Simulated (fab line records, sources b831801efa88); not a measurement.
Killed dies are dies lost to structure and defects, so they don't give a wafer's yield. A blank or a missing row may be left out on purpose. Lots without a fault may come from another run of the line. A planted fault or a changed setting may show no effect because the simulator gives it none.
fab line records | flow gf180mcu | part 2 of 2: steps 25 to 34 of 34
record lots=5 wafers=15 last_day=31
route steps=602 shown V2@408 M3@409 V3@429
lots that met no fault: from a run of the same line without faults
start_h: hours from the record's first day to the start of the lot's first wafer shown | wait_h: hours since the lot's step before | " the same as in the row above | L1.1+2: a row that stands for several wafers | - no value, or no start given | * or withheld: withheld | < > ~ a bound
route shown NAME@n: a module of which the file shows steps, and the number in the route of the first | usual: mean/standard deviation of fault-free wafers | same: alike in all rows | chamber/n: place in a boat | sites: the reading at each site | _std_site: their standard deviation | _edge_site: outer sites' mean less inner sites' | radius_mm: how far each site lies from the wafer's centre | mask NAME#n: copy n | behind: the tool/chamber that last shaped the wafer | hold: why the lot was held/for how many hours/how that ended | device: the transistor (n, p or np) that didn't switch | end of line: the same wafers' tests at the end of the route | a step without rows: its recipe alone | killed: dies lost to structure and defects at the first sort, not the wafer's yield | map: a wafer's dies, x killed, . not, _ none there
set.NAME: the setting as run; set.NAME@STEP: as run at that earlier step | model.NAME: the simulator's own value behind a step, which no gauge read
lots at some steps of the route; a table a step, a row a wafer
services: from which hour (start_h, from the record's first day; less than 0 if before it) a tool's chamber was out of use, for how many hours, and why
## steps
# step GF_V3_THK_MEAS_03
# recipe reads=SiO2_of_V3_CVD_02
# usual V3_CVD_02_THK=851/12
# columns lot.wafer tool chamber start_h wait_h V3_CVD_02_THK[nm]
L074.1 film_metro-02 - 483.34 0.0 855
L074.2 " - " " 846
L074.3 " - " " 848
L077.2 film_metro-01 - 513.30 0.0 865
L077.5 " - " " 873
L077.6 " - " " 871
L078.1 film_metro-03 - 517.20 0.0 861
L078.4 " - " " 861
L078.6 " - " " 866
L080.4 film_metro-01 - 539.42 0.0 864
L080.5 " - " " 864
L080.6 " - " " 840
L086.4 film_metro-01 - 589.69 0.0 857
L086.5 " - " " 851
L086.6 " - " " 858
# step GF_V3_CMP_04
# recipe material=SiO2 down_force_psi=4 platen_rpm=60 pad_velocity_m_s=0.94248
# usual motor_current_A=11.9/1 time_to_endpoint_s=79/5.8
# columns lot.wafer tool chamber start_h wait_h motor_current_A time_to_endpoint_s
L074.1 cmp-01 2 483.40 0.1 11.2 86
L074.3 " 3 " " 12.5 83
L074.2 " 1 " " 11.9 75
L077.2 cmp-01 0 513.50 0.2 12.0 87
L077.5 " 1 " " 12.0 84
L077.6 " 2 " " 11.3 93
L078.4 cmp-01 1 517.26 0.0 13.0 81
L078.1 " 3 " " 14.0 86
L078.6 " 2 " " 11.4 90
L080.4 cmp-02 1 539.60 0.2 13.0 79
L080.6 " 2 " " 10.0 75
L080.5 " 3 " " 10.3 79
L086.4 cmp-01 3 589.96 0.3 13.5 85
L086.5 " 3 " " 12.5 81
L086.6 " 0 " " 11.0 82
# step GF_V3_BOW_MEAS_05
# recipe mode=bow
# usual V3_BOW=115/9
# columns lot.wafer tool chamber start_h wait_h V3_BOW[um]
L074.1 film_metro-01 - 483.70 0.2 125
L074.2 " - " " 136
L074.3 " - " " 138
L077.2 film_metro-02 - 513.67 0.1 130
L077.5 " - " " 123
L077.6 " - " " 121
L078.1 film_metro-02 - 517.56 0.1 109
L078.4 " - " " 101
L078.6 " - " " 116
L080.4 film_metro-02 - 539.81 0.2 126
L080.5 " - " " 124
L080.6 " - " " 120
L086.4 film_metro-01 - 590.32 0.3 112
L086.5 " - " " 121
L086.6 " - " " 119
# step GF_V3_DEHYDRATE_06
# recipe temp_c=200 time_s=60
# usual chill_plate_temp_C=23.01/0.099 plate_temp_C=199.96/0.15
# columns lot.wafer tool chamber start_h wait_h chill_plate_temp_C plate_temp_C
L074.1 litho_track-03 0 494.87 11.1 23.14 199.83
L074.2 " 0 " " 22.90 199.83
L074.3 " 0 " " 23.04 199.68
L077.2 litho_track-01 0 524.31 10.6 23.03 200.02
L077.5 " 0 " " 23.06 200.06
L077.6 " 0 " " 23.03 199.79
L078.1 litho_track-03 0 528.42 10.8 22.91 199.93
L078.4 " 0 " " 23.14 200.03
L078.6 " 0 " " 23.15 200.18
L080.4 litho_track-01 0 550.36 10.5 23.12 199.88
L080.5 " 0 " " 23.04 199.87
L080.6 " 0 " " 22.97 199.73
L086.4 litho_track-01 0 599.91 9.6 22.84 200.11
L086.5 " 0 " " 23.10 200.02
L086.6 " 0 " " 22.99 200.04
# step GF_V3_HMDS_07
# recipe prime_time_s=60 prime_temp_c=120
# usual chill_plate_temp_C=23.01/0.1
# same prime_time_s=60
# columns lot.wafer tool chamber start_h wait_h chill_plate_temp_C
L074.1 litho_track-03 0 495.02 0.1 22.98
L074.2 " 0 " " 23.21
L074.3 " 0 " " 23.05
L077.2 litho_track-01 0 524.46 0.1 22.95
L077.5 " 0 " " 23.14
L077.6 " 0 " " 22.85
L078.1 litho_track-03 0 528.57 0.1 22.90
L078.4 " 0 " " 23.11
L078.6 " 0 " " 23.07
L080.4 litho_track-01 0 550.51 0.1 23.06
L080.5 " 0 " " 23.03
L080.6 " 0 " " 22.88
L086.4 litho_track-01 0 600.06 0.1 22.92
L086.5 " 0 " " 22.85
L086.6 " 0 " " 22.83
# step GF_V3_COAT_08
# recipe resist=BARC temp_c=withheld time_s=withheld spin_rpm=withheld resist_thk_nm=withheld
# usual chill_plate_temp_C=*
# columns lot.wafer tool chamber start_h wait_h chill_plate_temp_C
L074.1 litho_track-03 0 495.17 0.1 *
L074.2 " 0 " " *
L074.3 " 0 " " *
L077.2 litho_track-01 0 524.61 0.1 *
L077.5 " 0 " " *
L077.6 " 0 " " *
L078.1 litho_track-03 0 528.72 0.1 *
L078.4 " 0 " " *
L078.6 " 0 " " *
L080.4 litho_track-01 0 550.66 0.1 *
L080.5 " 0 " " *
L080.6 " 0 " " *
L086.4 litho_track-01 0 600.21 0.1 *
L086.5 " 0 " " *
L086.6 " 0 " " *
# step GF_V3_COAT_09
# recipe resist=KrF spin_rpm=withheld resist_thk_nm=1000
# usual chill_plate_temp_C=23.01/0.096
# columns lot.wafer tool chamber start_h wait_h chill_plate_temp_C
L074.1 litho_track-03 0 - - 22.79
L074.2 " 0 " " 22.85
L074.3 " 0 " " 23.01
L077.2 litho_track-01 0 - - 22.99
L077.5 " 0 " " 23.07
L077.6 " 0 " " 23.16
L078.1 litho_track-03 0 - - 22.91
L078.4 " 0 " " 23.05
L078.6 " 0 " " 22.97
L080.4 litho_track-01 0 - - 23.14
L080.5 " 0 " " 23.07
L080.6 " 0 " " 23.09
L086.4 litho_track-01 0 - - 23.09
L086.5 " 0 " " 22.91
L086.6 " 0 " " 22.86
# step GF_V3_SOFTBAKE_10
# recipe temp_c=130 time_s=60 resist=KrF
# usual chill_plate_temp_C=23.00/0.1 plate_temp_C=130.02/0.14
# columns lot.wafer tool chamber start_h wait_h chill_plate_temp_C plate_temp_C
L074.1 litho_track-03 0 - - 23.01 129.99
L074.2 " 0 " " 23.12 130.15
L074.3 " 0 " " 22.88 130.11
L077.2 litho_track-01 0 - - 23.14 130.00
L077.5 " 0 " " 22.96 129.93
L077.6 " 0 " " 23.05 129.86
L078.1 litho_track-03 0 - - 23.06 129.95
L078.4 " 0 " " 22.96 130.03
L078.6 " 0 " " 23.04 130.15
L080.4 litho_track-01 0 - - 22.87 130.14
L080.5 " 0 " " 22.75 130.17
L080.6 " 0 " " 22.98 129.99
L086.4 litho_track-01 0 - - 23.00 129.85
L086.5 " 0 " " 22.88 129.95
L086.6 " 0 " " 22.89 129.86
# step GF_V3_EXPOSE_11
# recipe mask_id=Via3 target_cd_nm=260 na=0.68 source_shape=conventional sigma_outer=0.6 dose_mj=38
# same sigma_outer=0.6
# columns lot.wafer tool chamber start_h wait_h mask
L074.1+2+3 krf_scanner-02 0 - - Via3#0
L077.2+5+6 krf_scanner-01 0 - - Via3#0
L078.1+4+6 krf_scanner-01 0 - - Via3#0
L080.4+5+6 krf_scanner-02 0 - - Via3#0
L086.4+5+6 krf_scanner-01 0 - - Via3#0
# step GF_V3_PEB_12
# recipe peb_temp_c=135 peb_time_s=90 resist=KrF
# usual chill_plate_temp_C=23.02/0.11 plate_temp_C=134.97/0.16
# columns lot.wafer tool chamber start_h wait_h chill_plate_temp_C plate_temp_C
L074.1 litho_track-04 0 - - 23.11 134.79
L074.2 " 0 " " 23.08 135.11
L074.3 " 0 " " 23.00 135.14
L077.2 litho_track-01 0 - - 22.80 134.93
L077.5 " 0 " " 22.95 134.85
L077.6 " 0 " " 23.02 135.01
L078.1 litho_track-03 0 - - 23.04 134.90
L078.4 " 0 " " 22.98 134.61
L078.6 " 0 " " 22.91 134.71
L080.4 litho_track-03 0 - - 23.02 134.95
L080.5 " 0 " " 22.99 134.99
L080.6 " 0 " " 23.06 135.06
L086.4 litho_track-04 0 - - 23.14 134.71
L086.5 " 0 " " 23.03 134.88
L086.6 " 0 " " 23.11 134.78
## services
# columns tool chamber start_h hours kind
pvd_sputter-03 - 434.39 8.3 repair
cmp-02 - 436.00 0.7 repair
hdpcvd-02 1 437.64 6.4 repair
cmp-01 - 437.73 7.4 repair
hdpcvd-02 0 439.11 17.1 repair
krf_scanner-01 - 439.37 0.8 pm
pvd_sputter-03 - 439.50 8.5 repair
krf_scanner-02 - 441.89 0.6 repair
krf_scanner-02 - 449.17 1.0 pm
pvd_sputter-01 - 460.43 3.0 repair
cmp-02 - 463.01 13.7 repair
wet_bench-04 - 468.24 1.8 repair
cmp-02 - 468.51 0.4 repair
krf_scanner-02 - 473.32 0.8 pm
krf_scanner-01 - 492.65 0.8 pm
krf_scanner-02 - 503.86 2.2 repair
cmp-02 - 507.28 9.1 repair
krf_scanner-01 - 550.66 1.0 pm
krf_scanner-02 - 562.33 3.3 repair
krf_scanner-01 - 567.09 1.3 pm
cmp-01 - 579.75 1.1 repair
krf_scanner-02 - 580.12 1.3 pm
krf_scanner-01 - 583.30 4.4 pm
krf_scanner-01 - 592.04 0.3 repair
